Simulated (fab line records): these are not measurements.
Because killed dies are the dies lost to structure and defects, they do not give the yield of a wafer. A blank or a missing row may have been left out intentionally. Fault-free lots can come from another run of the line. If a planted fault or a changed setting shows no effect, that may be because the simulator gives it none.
fab line records	flow gf180mcu
record: lots: 6	wafers: 18	last_day: 34
route steps=602 shown LVPWELL@64 MVSD@66 MVPSD@78 VT_IMPLANT@90
lots that met no fault: taken from a fault-free run of the same line
start_h: hours from the record's first day to the start of the lot's first wafer shown	wait_h: hours from the lot's prior step to this one	" unchanged from the row above	L1.1+2: a single row standing in for several wafers	- no value present, or no start provided	* or withheld: withheld	< > ~ a bound
route shown NAME@n: names a module that has steps shown in the file, with the first one's number in the route	usual: the fault-free wafers' mean and standard deviation	same: alike in all rows	chamber/n: place in a boat	sites: each site's reading	_std_site: standard deviation across them	_edge_site: mean of outer sites minus mean of inner sites	radius_mm: how far each site lies from the wafer's centre	mask NAME#n: copy n	behind: the last tool/chamber to shape the wafer	hold: why the lot was held/for how many hours/how that ended	device: whichever transistor did not switch (one of n, p or np)	end of line: tests run on the same wafers once the route is complete	a step without rows: its recipe alone	killed: the dies lost at the first sort to structure and to defects; this is not the yield of the wafer	map: shows each die of a wafer: x if killed, . if not, _ if none is there
set.NAME: the run value of the setting; set.NAME@STEP: its run value at that earlier step	model.NAME: the simulator's own value behind a step, which no gauge read
lots at selected steps of the route; one table per step, one row per wafer
services: a tool's chamber out of use, with start hour (start_h, from the record's first day; less than 0 if before it), hours out, and reason
== steps ==
step: GF_LVPWELL_STRIP_10
recipe: chemistry: O2/N2	power_w: 1400	pressure_mtorr: 1500	platen_temp_c: 250	o2_flow_sccm: 3000	n2_flow_sccm: 300	overash_fraction: 0.5
usual: chamber_pressure_mTorr: 1499.9/1.3	drypump_motor_current_A: 5.8/0.51	heater_power_w: 347/26	n2_flow_sccm: 299.9/0.89	oes_product_au: 0.722/0.0046	platen_temp_c: 250.03/0.18	strip_time_to_endpoint_s: 36.94/0.12
lot.wafer	tool	chamber	start_h	wait_h	chamber_pressure_mTorr	drypump_motor_current_A	heater_power_w	n2_flow_sccm	oes_product_au	platen_temp_c	rf_hours_counter_h	strip_time_to_endpoint_s
L677.3	plasma_asher-02	1	146.16	0.1	1499.3	5.7	342	299.5	0.722	250.07	-	37.16
L677.4	"	0	"	"	1498.0	6.6	361	299.8	0.725	249.87	-	37.07
L677.5	"	1	"	"	1498.9	5.7	335	300.3	0.718	250.18	-	37.10
L678.1	plasma_asher-02	0	151.27	0.1	1498.2	6.6	358	299.1	0.727	250.23	4	36.72
L678.3	"	1	"	"	1498.4	5.7	335	299.4	0.725	249.90	-	36.80
L678.4	"	0	"	"	1498.0	6.6	372	300.4	0.720	250.50	-	36.86
L679.3	plasma_asher-01	0	158.91	0.1	1500.1	5.1	296	299.7	0.721	249.84	-	36.88
L679.4	"	1	"	"	1495.0	5.4	363	299.0	0.724	250.21	-	36.88
L679.6	"	1	"	"	1502.3	5.4	364	298.4	0.718	250.22	-	36.96
L682.2	plasma_asher-01	1	175.27	0.1	1499.2	5.4	372	299.3	0.722	249.90	50	36.81
L682.4	"	0	"	"	1499.1	5.1	297	300.6	0.715	249.99	-	36.84
L682.5	"	0	"	"	1502.0	5.1	289	299.3	0.723	250.03	-	36.91
L684.1	plasma_asher-01	0	186.37	0.1	1498.6	5.1	288	298.8	0.723	250.11	51	37.02
L684.3	"	0	"	"	1500.3	5.1	293	300.3	0.722	250.16	-	37.03
L684.5	"	0	"	"	1501.1	5.1	300	300.5	0.730	250.09	-	37.04
L685.3	plasma_asher-03	1	191.16	0.1	1498.4	6.1	367	299.9	0.723	250.15	-	36.96
L685.4	"	0	"	"	1499.9	5.4	347	298.6	0.716	249.97	-	36.95
L685.6	"	1	"	"	1499.1	6.1	375	301.1	0.718	250.44	-	36.85
step: GF_LVPWELL_TW_MEAS_11
usual: LVPWELL_TW: 563/4
lot.wafer	tool	chamber	start_h	wait_h	LVPWELL_TW
L677.3	film_metro-03	-	146.25	0.1	567
L677.4	"	-	"	"	566
L677.5	"	-	"	"	562
L678.1	film_metro-02	-	151.37	0.1	560
L678.3	"	-	"	"	566
L678.4	"	-	"	"	564
L679.3	film_metro-02	-	159.00	0.1	560
L679.4	"	-	"	"	565
L679.6	"	-	"	"	563
L682.2	film_metro-03	-	175.38	0.1	564
L682.4	"	-	"	"	559
L682.5	"	-	"	"	563
L684.1	film_metro-01	-	186.47	0.1	559
L684.3	"	-	"	"	558
L684.5	"	-	"	"	558
L685.3	film_metro-03	-	191.25	0.1	562
L685.4	"	-	"	"	565
L685.6	"	-	"	"	562
step: GF_MVSD_DEHYDRATE_00
recipe: temp_c: 200	time_s: 60
step: GF_MVSD_HMDS_01
recipe: prime_time_s: 60	prime_temp_c: 120
step: GF_MVSD_COAT_02
recipe: spin_rpm: 2000	resist_thk_nm: 3000
step: GF_MVSD_SOFTBAKE_03
recipe: temp_c: 110	time_s: withheld
step: GF_MVSD_EXPOSE_04
recipe: mask_id: MVSD	target_cd_nm: 1000	na: 0.6	source_shape: conventional	sigma_outer: 0.6	dose_mj: 260
step: GF_MVSD_PEB_05
recipe: temp_c: 115	time_s: withheld
step: GF_MVSD_DEVELOP_06
recipe: wall_angle_deg: 90	develop_time_s: 60	dev_temp_c: 23
step: GF_MVSD_OVL_MEAS_07
usual: MVSD_OVL: 0.4/1.3
lot.wafer	tool	chamber	start_h	wait_h	MVSD_OVL[nm]
L677.3	overlay-01	-	161.50	-	0.9
L677.4	"	-	"	"	-0.5
L677.5	"	-	"	"	-1.5
L678.1	overlay-02	-	167.85	-	0.1
L678.3	"	-	"	"	-0.1
L678.4	"	-	"	"	1.1
L679.3	overlay-01	-	175.16	-	0.0
L679.4	"	-	"	"	-1.0
L679.6	"	-	"	"	0.7
L682.2	overlay-01	-	192.04	-	1.0
L682.4	"	-	"	"	-1.2
L682.5	"	-	"	"	0.8
L684.1	overlay-02	-	203.10	-	-1.5
L684.3	"	-	"	"	-0.5
L684.5	"	-	"	"	-0.6
L685.3	overlay-01	-	208.30	-	0.4
L685.4	"	-	"	"	-0.1
L685.6	"	-	"	"	-0.1
step: GF_MVSD_IMPLANT_08
recipe: species: P	energy_kev: 400	dose_cm2: 1.6e+13	tilt_deg: 0
step: GF_MVSD_IMPLANT_09
recipe: species: P	energy_kev: 100	dose_cm2: 5e+12	tilt_deg: 0
step: GF_MVSD_STRIP_10
recipe: chemistry: O2/N2	power_w: 1400	pressure_mtorr: 1500	platen_temp_c: 250	o2_flow_sccm: 3000	n2_flow_sccm: 300	overash_fraction: 0.5
usual: chamber_pressure_mTorr: 1500.1/1.4	drypump_motor_current_A: 5.3/0.34	heater_power_w: 345/31	n2_flow_sccm: 300.0/0.85	oes_product_au: 0.722/0.0049	platen_temp_c: 250.01/0.17	strip_time_to_endpoint_s: 36.94/0.092
lot.wafer	tool	chamber	start_h	wait_h	chamber_pressure_mTorr	drypump_motor_current_A	heater_power_w	n2_flow_sccm	oes_product_au	platen_temp_c	rf_hours_counter_h	strip_time_to_endpoint_s	model.coat_of_MVSD_COAT_02.thk_nm
L677.3	plasma_asher-01	1	161.85	0.1	1499.2	5.4	369	300.4	0.720	250.00	-	36.98	0
L677.4	"	0	"	"	1500.6	5.1	286	299.4	0.716	249.91	-	36.99	0
L677.5	"	0	"	"	1502.3	5.1	300	299.1	0.729	249.89	-	36.95	0
L678.1	plasma_asher-04	1	168.19	0.1	-	-	-	-	-	-	-	-	2998
L678.3	"	0	"	"	-	-	-	-	-	-	-	-	2995
L678.4	"	1	"	"	-	-	-	-	-	-	-	-	2998
L679.3	plasma_asher-03	0	175.51	0.1	-	-	-	-	-	-	-	-	2997
L679.4	"	1	"	"	-	-	-	-	-	-	-	-	3004
L679.6	"	1	"	"	-	-	-	-	-	-	-	-	2999
L682.2	plasma_asher-04	0	192.37	0.1	1499.1	4.9	331	300.4	0.729	250.32	41	36.99	0
L682.4	"	1	"	"	1500.5	5.1	371	300.2	0.722	249.93	-	36.87	0
L682.5	"	1	"	"	1497.9	5.1	381	300.1	0.719	249.99	-	36.97	0
L684.1	plasma_asher-01	1	203.44	0.1	1499.3	5.4	367	299.7	0.723	250.13	53	36.74	0
L684.3	"	1	"	"	1500.4	5.4	373	299.6	0.722	250.22	-	36.81	0
L684.5	"	1	"	"	1500.0	5.4	368	298.9	0.726	250.17	-	36.84	0
L685.3	plasma_asher-01	1	208.65	0.1	1497.4	5.4	366	301.4	0.721	250.06	-	36.85	0
L685.4	"	0	"	"	1503.7	5.1	292	298.7	0.712	250.09	-	36.92	0
L685.6	"	1	"	"	1498.6	5.4	372	299.3	0.729	250.22	-	36.96	0
step: GF_MVSD_TW_MEAS_11
usual: MVSD_TW: 1585/9.6
lot.wafer	tool	chamber	start_h	wait_h	MVSD_TW
L677.3	film_metro-01	-	161.94	0.1	1584
L677.4	"	-	"	"	1580
L677.5	"	-	"	"	1579
L678.1	film_metro-01	-	168.29	0.1	1580
L678.3	"	-	"	"	1598
L678.4	"	-	"	"	1591
L679.3	film_metro-03	-	175.60	0.1	1597
L679.4	"	-	"	"	1587
L679.6	"	-	"	"	1599
L682.2	film_metro-03	-	192.48	0.1	1581
L682.4	"	-	"	"	1587
L682.5	"	-	"	"	1580
L684.1	film_metro-01	-	203.54	0.1	1569
L684.3	"	-	"	"	1571
L684.5	"	-	"	"	1573
L685.3	film_metro-01	-	208.74	0.1	1575
L685.4	"	-	"	"	1571
L685.6	"	-	"	"	1579
step: GF_MVPSD_DEHYDRATE_00
recipe: temp_c: 200	time_s: 60
step: GF_MVPSD_HMDS_01
recipe: prime_time_s: 60	prime_temp_c: 120
step: GF_MVPSD_COAT_02
recipe: spin_rpm: 2000	resist_thk_nm: 3000
step: GF_MVPSD_SOFTBAKE_03
recipe: temp_c: 110	time_s: withheld
step: GF_MVPSD_EXPOSE_04
recipe: mask_id: MVPSD	target_cd_nm: 1000	na: 0.6	source_shape: conventional	sigma_outer: 0.6	dose_mj: 260
step: GF_MVPSD_PEB_05
recipe: temp_c: 115	time_s: withheld
step: GF_MVPSD_DEVELOP_06
recipe: wall_angle_deg: 90	develop_time_s: 60	dev_temp_c: 23
step: GF_MVPSD_OVL_MEAS_07
usual: MVPSD_OVL: -0.5/1.5
lot.wafer	tool	chamber	start_h	wait_h	MVPSD_OVL[nm]
L677.3	overlay-02	-	177.46	-	-1.9
L677.4	"	-	"	"	-2.0
L677.5	"	-	"	"	-1.7
L678.1	overlay-02	-	184.68	-	-0.7
L678.3	"	-	"	"	-0.8
L678.4	"	-	"	"	-0.8
L679.3	overlay-01	-	192.40	-	-1.5
L679.4	"	-	"	"	-0.7
L679.6	"	-	"	"	0.0
L682.2	overlay-02	-	209.35	-	-1.3
L682.4	"	-	"	"	-0.5
L682.5	"	-	"	"	-1.9
L684.1	overlay-02	-	220.89	-	1.7
L684.3	"	-	"	"	1.0
L684.5	"	-	"	"	2.1
L685.3	overlay-02	-	225.61	-	-1.7
L685.4	"	-	"	"	-0.9
L685.6	"	-	"	"	-1.8
step: GF_MVPSD_IMPLANT_08
recipe: species: B	energy_kev: 170	dose_cm2: 1.5e+13	tilt_deg: 0
step: GF_MVPSD_IMPLANT_09
recipe: species: B	energy_kev: 40	dose_cm2: 5e+12	tilt_deg: 0
step: GF_MVPSD_STRIP_10
recipe: chemistry: O2/N2	power_w: 1400	pressure_mtorr: 1500	platen_temp_c: 250	o2_flow_sccm: 3000	n2_flow_sccm: 300	overash_fraction: 0.5
usual: chamber_pressure_mTorr: 1500.0/1.4	drypump_motor_current_A: 5.5/0.63	heater_power_w: 348/26	n2_flow_sccm: 300.1/0.82	oes_product_au: 0.722/0.0045	platen_temp_c: 250.01/0.17	strip_time_to_endpoint_s: 36.94/0.091
lot.wafer	tool	chamber	start_h	wait_h	chamber_pressure_mTorr	drypump_motor_current_A	heater_power_w	n2_flow_sccm	oes_product_au	platen_temp_c	rf_hours_counter_h	strip_time_to_endpoint_s
L677.3	plasma_asher-02	1	177.81	0.1	1502.0	5.7	342	299.6	0.717	249.90	-	36.82
L677.4	"	0	"	"	1498.4	6.6	376	300.3	0.720	250.45	-	36.86
L677.5	"	0	"	"	1499.0	6.6	363	301.9	0.723	250.14	-	36.87
L678.1	plasma_asher-04	0	185.02	0.1	1498.3	4.9	341	299.8	0.741	250.29	40	81.35
L678.3	"	0	"	"	1500.2	4.9	336	300.8	0.740	249.72	-	81.18
L678.4	"	1	"	"	1498.9	5.1	388	299.4	0.736	250.19	-	81.32
L679.3	plasma_asher-01	1	192.75	0.1	1499.8	5.3	379	299.5	0.737	250.39	-	81.18
L679.4	"	0	"	"	1500.3	5.1	294	299.5	0.738	250.03	-	81.23
L679.6	"	1	"	"	1502.2	5.4	384	300.0	0.744	250.18	-	81.32
L682.2	plasma_asher-01	1	209.68	0.1	1500.2	5.4	361	300.3	0.725	249.96	53	37.00
L682.4	"	1	"	"	1500.1	5.3	367	301.0	0.725	250.09	-	36.99
L682.5	"	0	"	"	1500.4	5.1	294	299.9	0.718	249.85	-	36.75
L684.1	plasma_asher-01	1	221.23	0.1	1499.2	5.4	369	300.5	0.718	250.09	54	36.82
L684.3	"	0	"	"	1499.5	5.1	301	299.5	0.719	250.14	-	36.83
L684.5	"	0	"	"	1501.0	5.1	303	302.1	0.715	250.03	-	36.92
L685.3	plasma_asher-04	1	225.97	0.1	1499.8	5.1	382	299.2	0.723	250.01	-	36.89
L685.4	"	0	"	"	1498.1	4.9	332	300.5	0.713	250.13	-	36.87
L685.6	"	1	"	"	1498.9	5.1	365	301.1	0.724	250.02	-	36.89
step: GF_MVPSD_TW_MEAS_11
usual: MVPSD_TW: 556/4.6
lot.wafer	tool	chamber	start_h	wait_h	MVPSD_TW
L677.3	film_metro-03	-	177.90	0.1	560
L677.4	"	-	"	"	560
L677.5	"	-	"	"	553
L678.1	film_metro-02	-	185.12	0.1	30
L678.3	"	-	"	"	31
L678.4	"	-	"	"	31
L679.3	film_metro-01	-	192.84	0.1	30
L679.4	"	-	"	"	30
L679.6	"	-	"	"	30
L682.2	film_metro-01	-	209.79	0.1	550
L682.4	"	-	"	"	550
L682.5	"	-	"	"	552
L684.1	film_metro-01	-	221.33	0.1	548
L684.3	"	-	"	"	549
L684.5	"	-	"	"	546
L685.3	film_metro-03	-	226.06	0.1	557
L685.4	"	-	"	"	558
L685.6	"	-	"	"	560
step: GF_VT_IMPLANT_DEHYDRATE_00
recipe: temp_c: 200	time_s: 60
== services ==
tool	chamber	start_h	hours	kind
plasma_asher-02	-	159.38	2.8	pm
plasma_asher-04	-	161.70	2.4	repair
plasma_asher-03	-	214.96	1.5	repair
== key ==
first_sign: step: GF_MVSD_STRIP_10	reading: tool_record	direction: missing
effect: step: GF_MVPSD_STRIP_10	reading: strip_time_to_endpoint_s	direction: up	sigmas: 99+	usual: *	struck: *
effect: step: GF_MVPSD_TW_MEAS_11	reading: MVPSD_TW	direction: down	sigmas: 99+	usual: 556	struck: 30
model_effect: step: GF_MVSD_STRIP_10	value: coat_of_MVSD_COAT_02.thk_nm	without: 0	struck: 2999
met_at GF_MVSD_STRIP_10
struck_wafers L678.1,L678.3,L678.4,L679.3,L679.4,L679.6
sort_left_out L678.1,L678.3,L678.4,L679.3,L679.4,L679.6
tester_left_out L678,L679
fault: kind: skipped_step_whole	tool: plasma_asher-03,plasma_asher-04	chamber: -	onset_h: 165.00	steps: GF_MVSD_STRIP_10	scope: struck_lots_only
tester_left_out: of these lots the tester's yield and bins aren't shown, on N5 and GAA mostly nor the transistor test; their killed dies are dies lost to structure and defects alone, not to doping, threshold or leakage, so they don't give the yield
sort_left_out: the simulated sort isn't trusted on such a fault, so these wafers' sort isn't shown, and their yield isn't known
